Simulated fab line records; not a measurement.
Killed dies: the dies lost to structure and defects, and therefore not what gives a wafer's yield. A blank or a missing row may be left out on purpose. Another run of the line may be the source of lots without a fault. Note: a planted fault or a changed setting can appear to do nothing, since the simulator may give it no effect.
Which tool did it? -- flow sky130 -- Sampling: 12 lots, 36 wafers, 5 of 708 route steps

## WHAT EACH GAUGE READ, for each wafer
SKY_VIA4_THK_MEAS_01. Usual: VIA4_HDPCVD_THK typically reads 1749 nm, with standard deviation 18.
lot,measured,on,VIA4_HDPCVD_THK (nm),flag
L224,day 43 00:20,film_metro-02,1746 1747 1731,
L225,day 43 06:50,film_metro-03,1744 1758 1746,
L226,day 43 08:43,film_metro-03,1734 1750 1729,
L227,day 43 15:54,film_metro-03,1766 1818 1760,
L229,day 44 10:42,film_metro-02,1781 1776 1763,
L230,day 44 12:34,film_metro-03,1748 1740 1739,
L235,day 45 12:41,film_metro-03,1747 1755 1770,
L236,day 45 14:47,film_metro-02,1775 1751 1724,
L237,day 45 23:51,film_metro-03,1762 1787 1766,
L238,day 46 03:26,film_metro-04,1750 1766 1738,
L241,day 46 19:38,film_metro-02,2094 1758 1758,OFF
L246,day 47 22:02,film_metro-02,1737 1769 1747,

## TOOL THAT RAN EACH LOT (tool first, then ch and the chambers of the sampled wafers, then the start)
lot,SKY_METAL4_SPUTTER_04,SKY_CAP2M_CVD_00,SKY_METAL4_ETCH_17,SKY_VIA4_HDPCVD_00
L224,"pvd_sputter-03, day 41 00:25","pecvd-02 ch 0,2, day 41 00:28","rie_diel-03 ch 0,1,2, day 42 23:13","hdpcvd-02 ch 0,1, day 43 00:03"
L225,"pvd_sputter-03, day 41 05:26","pecvd-03 ch 0,1,2, day 41 05:29","rie_diel-04 ch 0,3, day 43 05:46","hdpcvd-02 ch 0, day 43 06:34"
L226,"pvd_sputter-03, day 41 07:01","pecvd-04 ch 0,1,2, day 41 07:04","rie_diel-04 ch 0,2,3, day 43 07:39","hdpcvd-02 ch 0,1, day 43 08:26"
L227,"pvd_sputter-03, day 41 13:41","pecvd-04 ch 0,1,2, day 41 13:44","rie_diel-04 ch 0,1,3, day 43 14:56","hdpcvd-01 ch 0,1,2, day 43 15:43"
L229,"pvd_sputter-04, day 42 08:38","pecvd-02 ch 0,1,2, day 42 08:41","rie_diel-02 ch 1,2,3, day 44 09:38","hdpcvd-01 ch 2, day 44 10:25"
L230,"pvd_sputter-02, day 42 11:31","pecvd-04 ch 1, day 42 11:34","rie_diel-04 ch 0,1, day 44 11:29","hdpcvd-02 ch 1,2, day 44 12:23"
L235,"pvd_sputter-04, day 43 13:28","pecvd-04 ch 0,2, day 43 13:31","rie_diel-03 ch 1,3, day 45 11:39","hdpcvd-01 ch 0,1,2, day 45 12:29"
L236,"pvd_sputter-03, day 43 16:07","pecvd-03 ch 0,1,2, day 43 16:10","rie_diel-03 ch 0,1,3, day 45 13:47","hdpcvd-01 ch 0,1,2, day 45 14:37"
L237,"pvd_sputter-03, day 44 03:35","pecvd-04 ch 0,1, day 44 03:38","rie_diel-02 ch 0,1, day 45 22:48","hdpcvd-01 ch 1,2, day 45 23:40"
L238,"pvd_sputter-03, day 44 05:41","pecvd-04 ch 0,1, day 44 05:44","rie_diel-03 ch 0,1,2, day 46 01:58","hdpcvd-02 ch 0,2, day 46 03:16"
L241,"pvd_sputter-04, day 45 00:28","pecvd-03 ch 0,2, day 45 00:31","rie_diel-04 ch 0,1,3, day 46 18:28","hdpcvd-02 ch 0,1,2, day 46 19:27"
L246,"pvd_sputter-02, day 46 03:02","pecvd-03 ch 0,1, day 46 03:05","rie_diel-02 ch 0,2,3, day 47 21:04","hdpcvd-01 ch 0,1, day 47 21:51"
- SKY_METAL4_SPUTTER_04: material TiN, target thk 70 nm, time 58.3 s.
- SKY_CAP2M_CVD_00: deposits SiO2, target thk 15.5 nm.
- SKY_METAL4_ETCH_17: etches SiO2 in C4F8/O2/Ar, stops on TiN, time 3.9 s, target depth 15 nm.
- SKY_VIA4_HDPCVD_00: deposits SiO2, target thk 1750 nm, time 291.7 s.

## AS READ BY THE TOOLS THEMSELVES (means over the sampled wafers that have a number; for cases with no such wafer, the mark the record gives instead)
SKY_METAL4_SPUTTER_04. Usual: throttle_valve_pct 30.4 %, standard deviation 0.94.
lot,tool,throttle_valve_pct (%),flag
L224,pvd_sputter-03,30.2,
L225,pvd_sputter-03,31.1,
L226,pvd_sputter-03,30.1,
L227,pvd_sputter-03,30.1,
L229,pvd_sputter-04,30.1,
L230,pvd_sputter-02,29.5,
L235,pvd_sputter-04,29.9,
L236,pvd_sputter-03,30.1,
L237,pvd_sputter-03,30.1,
L238,pvd_sputter-03,29.9,
L241,pvd_sputter-04,30.5,
L246,pvd_sputter-02,29.6,

SKY_CAP2M_CVD_00. Usual: heater_power_w 679 W, standard deviation 96.
lot,tool,heater_power_w (W),flag
L224,pecvd-02,815,
L225,pecvd-03,715,
L226,pecvd-04,624,
L227,pecvd-04,631,
L229,pecvd-02,719,
L230,pecvd-04,678,
L235,pecvd-04,585,
L236,pecvd-03,691,
L237,pecvd-04,648,
L238,pecvd-04,672,
L241,pecvd-03,740,
L246,pecvd-03,639,

SKY_METAL4_ETCH_17. Usual: oes_product_au 0.756 a.u., standard deviation 0.0075.
lot,tool,oes_product_au (a.u.),flag
L224,rie_diel-03,0.752,
L225,rie_diel-04,0.764,
L226,rie_diel-04,0.759,
L227,rie_diel-04,0.757,
L229,rie_diel-02,0.753,
L230,rie_diel-04,0.760,
L235,rie_diel-03,0.763,
L236,rie_diel-03,0.754,
L237,rie_diel-02,0.756,
L238,rie_diel-03,0.758,
L241,rie_diel-04,0.758,
L246,rie_diel-02,0.760,

SKY_VIA4_HDPCVD_00. Usual: sih4_flow_sccm 60.01 sccm, standard deviation 0.18.
lot,tool,sih4_flow_sccm (sccm),flag
L224,hdpcvd-02,60.18,
L225,hdpcvd-02,59.99,
L226,hdpcvd-02,59.91,
L227,hdpcvd-01,60.00,
L229,hdpcvd-01,60.12,
L230,hdpcvd-02,59.94,
L235,hdpcvd-01,59.98,
L236,hdpcvd-01,59.96,
L237,hdpcvd-01,59.94,
L238,hdpcvd-02,60.11,
L241,hdpcvd-02,64.12,OFF
L246,hdpcvd-01,60.11,

## THE ANSWER, worked out from the rows above alone
Rule: take the mean of a lot's wafers that have a number; if it is more than 3 standard deviations from the usual mean, the lot is off. A lot without any number at a reading at which 4 lots or more have one is off too. The other lots that the step has rows for count as sound. The gauges are gone through in route order, then the tools' own readings, and for those a lot's mean is taken as printed above. The first step at which some lot is off is used, and at that step the reading that is off furthest; a lot without a number counts as furthest.
Off: L241, seen at SKY_VIA4_THK_MEAS_01 (VIA4_HDPCVD_THK).
A tool fits if, at a process step before that reading, it ran every lot that is off, and no sound lot after the first of them. The gauges at SKY_VIA4_THK_MEAS_01 aren't tried: what is off there is off at SKY_VIA4_HDPCVD_00 too, on other tools, and a gauge's error can't cause that. Can't be told from this: 3 tools fit, pvd_sputter-04 at SKY_METAL4_SPUTTER_04, rie_diel-04 at SKY_METAL4_ETCH_17, hdpcvd-02 at SKY_VIA4_HDPCVD_00.

## WHAT HAD BEEN PUT IN BY THE SIMULATOR
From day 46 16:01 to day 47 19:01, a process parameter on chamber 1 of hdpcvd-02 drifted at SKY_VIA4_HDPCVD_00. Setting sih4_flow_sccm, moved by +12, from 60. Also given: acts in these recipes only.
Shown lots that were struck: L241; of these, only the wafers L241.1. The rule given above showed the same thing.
